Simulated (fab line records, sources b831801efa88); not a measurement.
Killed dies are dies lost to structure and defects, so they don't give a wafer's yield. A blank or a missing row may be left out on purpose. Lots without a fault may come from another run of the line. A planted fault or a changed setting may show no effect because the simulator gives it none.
Split-lot experiment | flow sfq_line | 5 lots, 27 wafers read, on a route of 325 steps

THE SPLIT
At SFQ_TRILAYER_INCOMING_OXIDATION_002 (target thk 500 nm, ox time 4939 s), the setting ox_time_s was moved away from the recipe's 4939 s on 24 of the 27 wafers read, by -22.3% to +53.0%. The other wafers ran this setting at the recipe's value.

The reading is taken at the split's own step.

THE READING
SiO2_of_TRILAYER_INCOMING_OXIDATION_002.thk_nm (the simulator's own value, which no gauge read), in nm, at SFQ_TRILAYER_INCOMING_OXIDATION_002 (target thk 500 nm, ox time 4939 s). The file gives no usual value for it. The 3 wafers here that ran the recipe average 504.7 nm, standard deviation 3 nm.

wafer  | tool, chamber at the split | ox_time_s as run, s | against the recipe | SiO2_of_TRILAYER_INCOMING_OXIDATION_002.thk_nm, nm | against lot-mates on the recipe
L074.3 | furnace-01, 0              | 4939                | recipe             | 506.6                                              | -
L074.5 | furnace-01, 0              | 4939                | recipe             | 507                                                | -
L074.6 | furnace-01, 0              | 4939                | recipe             | 500.4                                              | -
L076.1 | -, -                       | 7555                | +53.0%             | 679.6                                              | no lot-mate on the recipe
L076.2 | -, -                       | 7555                | +53.0%             | 679.4                                              | no lot-mate on the recipe
L076.3 | -, -                       | 7555                | +53.0%             | 672.5                                              | no lot-mate on the recipe
L076.4 | -, -                       | 7555                | +53.0%             | 676                                                | no lot-mate on the recipe
L076.5 | -, -                       | 7555                | +53.0%             | 673.6                                              | no lot-mate on the recipe
L076.6 | -, -                       | 7555                | +53.0%             | 681.5                                              | no lot-mate on the recipe
L077.1 | -, -                       | 3986                | -19.3%             | 419.5                                              | no lot-mate on the recipe
L077.2 | -, -                       | 3986                | -19.3%             | 420.3                                              | no lot-mate on the recipe
L077.3 | -, -                       | 3986                | -19.3%             | 421.1                                              | no lot-mate on the recipe
L077.4 | -, -                       | 3986                | -19.3%             | 405.5                                              | no lot-mate on the recipe
L077.5 | -, -                       | 3986                | -19.3%             | 411.1                                              | no lot-mate on the recipe
L077.6 | -, -                       | 3986                | -19.3%             | 419.6                                              | no lot-mate on the recipe
L081.1 | -, -                       | 3836                | -22.3%             | 423                                                | no lot-mate on the recipe
L081.2 | -, -                       | 3836                | -22.3%             | 427.1                                              | no lot-mate on the recipe
L081.3 | -, -                       | 3836                | -22.3%             | 423.1                                              | no lot-mate on the recipe
L081.4 | -, -                       | 3836                | -22.3%             | 420.3                                              | no lot-mate on the recipe
L081.5 | -, -                       | 3836                | -22.3%             | 420.6                                              | no lot-mate on the recipe
L081.6 | -, -                       | 3836                | -22.3%             | 426.3                                              | no lot-mate on the recipe
L084.1 | -, -                       | 7132                | +44.4%             | 640                                                | no lot-mate on the recipe
L084.2 | -, -                       | 7132                | +44.4%             | 640.9                                              | no lot-mate on the recipe
L084.3 | -, -                       | 7132                | +44.4%             | 636.7                                              | no lot-mate on the recipe
L084.4 | -, -                       | 7132                | +44.4%             | 643.9                                              | no lot-mate on the recipe
L084.5 | -, -                       | 7132                | +44.4%             | 642.6                                              | no lot-mate on the recipe
L084.6 | -, -                       | 7132                | +44.4%             | 642.9                                              | no lot-mate on the recipe

THE FIT
A straight line over all 27 wafers: SiO2_of_TRILAYER_INCOMING_OXIDATION_002.thk_nm changes by +3.43 nm for each +1% of ox_time_s; r = +1.00; the points scatter about the line by 8.7 nm.
Too few moved wafers have a lot-mate on the recipe to fit a line with each lot's own level taken away.

THE FILE'S OWN FIT
SiO2_of_TRILAYER_INCOMING_OXIDATION_002.thk_nm changes by +3.43 nm for each +1% of ox_time_s, r = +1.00.
